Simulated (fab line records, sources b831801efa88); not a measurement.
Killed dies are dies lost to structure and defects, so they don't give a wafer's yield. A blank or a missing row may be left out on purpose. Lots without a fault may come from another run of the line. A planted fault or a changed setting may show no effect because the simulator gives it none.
A struck lot beside a sound one | flow sky130 | 43 steps out of a route of 708
Sound: wafers L944.2, L944.3, L944.5. Struck: wafers L955.2, L955.3, L955.4. The cause comes at the end.
At each step with rows: each side's tool, then ch and its chambers, then its first start. Under that, the readings that differ: sound wafers | struck wafers | difference of the means | sigmas: that difference in standard deviations of wafers without a fault.
alike: readings whose means differ by less than 2 such deviations, and words and numbers that are the same on both sides. not compared: withheld readings, readings that some wafer has no value for, bounds like >300 that may hide the same value, and numbers for which the record gives no deviation and whose values overlap.
The two part at a step that has a row with sigmas, a row that says differs or no value, or rows on one side only. Numbers that don't overlap but have no deviation are shown without sigmas and don't part them. A reading that every wafer of one side lacks parts them only if that side has two wafers or more.

first, 2 steps without rows for these wafers: SKY_CONTACT_PEB_12; SKY_CONTACT_DEVELOP_13 (develop time 60 s).
SKY_CONTACT_CD_MEAS_14: target cd 170 nm.
  sound on cd_sem-02, day 31 05:08; struck on cd_sem-01, day 35 03:41
  alike: cd_nm
SKY_CONTACT_OVL_MEAS_15:
  sound on overlay-01, day 31 05:15; struck on overlay-02, day 35 03:47
  alike: CONTACT_OVL
then, 7 steps without rows for these wafers: SKY_CONTACT_ETCH_16 (etches BARC in N2/H2, stops on SiO2, time 45.9 s, target depth 60 nm); SKY_CONTACT_ETCH_17 (etches SiO2 in C4F8/O2/Ar, stops on Si3N4, target depth 340 nm); SKY_CONTACT_ETCH_18 (etches Si3N4 in CHF3/O2, stops on TiN, time 39 s, target depth 75 nm); SKY_CONTACT_STRIP_19 (strips in O2/N2); SKY_CONTACT_STRIP_20 (strips in post etch residue remover, time 1200 s); SKY_CONTACT_CLEAN_21 (cleans in IPA, time 180 s); SKY_CONTACT_CLEAN_22 (cleans in O3/DIW).
SKY_CONTACT_SPUTTER_23: material TiN, target thk 20 nm, time 80 s.
  sound on pvd_sputter-04, day 31 06:02; struck on pvd_sputter-01, day 35 04:32
  alike: throttle_valve_pct
SKY_CONTACT_CVD_24: deposits W, target thk 340 nm, time 102.12 s.
  sound on cvd_w-01 ch 1, day 31 06:06; struck on cvd_w-01 ch 0,1, day 35 04:37
  alike: heater_power_w
SKY_CONTACT_RS_MEAS_25: measures by four-point-probe.
  sound on film_metro-01, day 31 06:14; struck on film_metro-02, day 35 04:44
  alike: CONTACT_W_RS
SKY_CONTACT_THK_MEAS_26: measures by xrf.
  sound on film_metro-01, day 31 06:20; struck on film_metro-02, day 35 04:51
  alike: CONTACT_W_THK
then, 2 steps without rows for these wafers: SKY_CONTACT_CMP_27 (polishes, stops on SiO2, t overpolish 15 s, target thk 0 nm); SKY_METAL1_SPUTTER_00 (material Ti, target thk 15 nm, time 10 s).
SKY_METAL1_SPUTTER_01: material TiN, target thk 20 nm, time 16.7 s.
  sound on pvd_sputter-03, day 31 06:43; struck on pvd_sputter-02, day 35 05:13
  alike: throttle_valve_pct
then, 1 step without rows for these wafers: SKY_METAL1_SPUTTER_02 (material AlCu, target thk 250 nm, time 12.76 s).
SKY_METAL1_SPUTTER_03: material Ti, target thk 5 nm, time 3.3 s.
  sound on pvd_sputter-03, day 31 06:46; struck on pvd_sputter-02, day 35 05:16
  alike: throttle_valve_pct
SKY_METAL1_SPUTTER_04: material TiN, target thk 70 nm, time 58.3 s.
  sound on pvd_sputter-03, day 31 06:47; struck on pvd_sputter-02, day 35 05:17
  alike: throttle_valve_pct
SKY_METAL1_RS_MEAS_05: measures by four-point-probe.
  sound on film_metro-04, day 31 06:51; struck on film_metro-03, day 35 05:22
  alike: METAL1_ALCU_RS
SKY_METAL1_THK_MEAS_06: measures by xrf.
  sound on film_metro-04, day 31 06:58; struck on film_metro-03, day 35 05:28
  alike: METAL1_ALCU_THK
then, 8 steps without rows for these wafers: SKY_METAL1_DEHYDRATE_07 (time 60 s); SKY_METAL1_HMDS_08 (prime time 60 s); SKY_METAL1_COAT_09 (resist thk 60 nm); SKY_METAL1_COAT_10 (resist thk 450 nm); SKY_METAL1_SOFTBAKE_11 (time 90 s); SKY_METAL1_EXPOSE_12 (exposes mask MM1, target cd 140 nm); SKY_METAL1_PEB_13; SKY_METAL1_DEVELOP_14 (develop time 60 s).
SKY_METAL1_CD_MEAS_15: target cd 140 nm.
  sound on cd_sem-01, day 32 09:52; struck on cd_sem-01, day 36 08:24
  alike: cd_nm
SKY_METAL1_OVL_MEAS_16:
  sound on overlay-02, day 32 09:58; struck on overlay-02, day 36 08:31
  alike: METAL1_OVL
then, 2 steps without rows for these wafers: SKY_METAL1_DESCUM_17 (chemistry O2, time 8 s); SKY_METAL1_ETCH_18 (etches BARC in N2/H2, stops on SiO2, time 45.9 s, target depth 60 nm).
SKY_METAL1_METAL_ETCH_19: etches the open film in Cl2/BCl3, stops on SiO2, target depth 360 nm, time 78 s.
  sound on rie_metal-04 ch 0,1, day 32 10:05; struck on rie_metal-01 ch 0,1, day 36 08:38
  alike: bias_w, drypump_motor_current_A, mfc_cl2_sccm, oes_product_au, throttle_valve_pct
  not compared: rf_hours_counter_h
then, 5 steps without rows for these wafers: SKY_METAL1_STRIP_20 (strips in O2/N2); SKY_METAL1_STRIP_21 (strips in post etch residue remover, time 1200 s); SKY_METAL1_CLEAN_22 (cleans in IPA, time 180 s); SKY_METAL1_CLEAN_23 (cleans in O3/DIW); SKY_VIA1_HDPCVD_00 (deposits SiO2, target thk 1030 nm, time 171.7 s).
SKY_VIA1_THK_MEAS_01:
  sound on film_metro-02, day 32 10:57; struck on film_metro-02, day 36 09:33
  reading              | sound          | struck         | difference | sigmas
  VIA1_HDPCVD_THK (nm) | 1052 1021 1045 | 1005 1025 1014 | -25        | -2
-- the record jumps here: 12 days lie between the struck wafers' starts before and after (it left off in module VIA1 and takes up again in module PAD_OPEN, whose first step shown is number 708 of the route) --
SKY_PAD_OPEN_PROBE_99:
  sound on prober-01, day 45 11:30; struck on prober-02, day 48 13:01
  reading            | sound    | struck      | difference | sigmas
  killed_at_contacts | 27 20 22 | 76 68 76    | +50        | +10
  killed_dies        | 91 72 93 | 127 127 135 | +44        | +5
  alike: killed_at_M0_to_M3, killed_at_M4_up, killed_at_front_end, killed_at_other, killed_on_rim, killed_open, killed_short

WHERE THEY PART
First at SKY_VIA1_THK_MEAS_01; last, within this record, at SKY_PAD_OPEN_PROBE_99.

WHY: what the simulator had put in
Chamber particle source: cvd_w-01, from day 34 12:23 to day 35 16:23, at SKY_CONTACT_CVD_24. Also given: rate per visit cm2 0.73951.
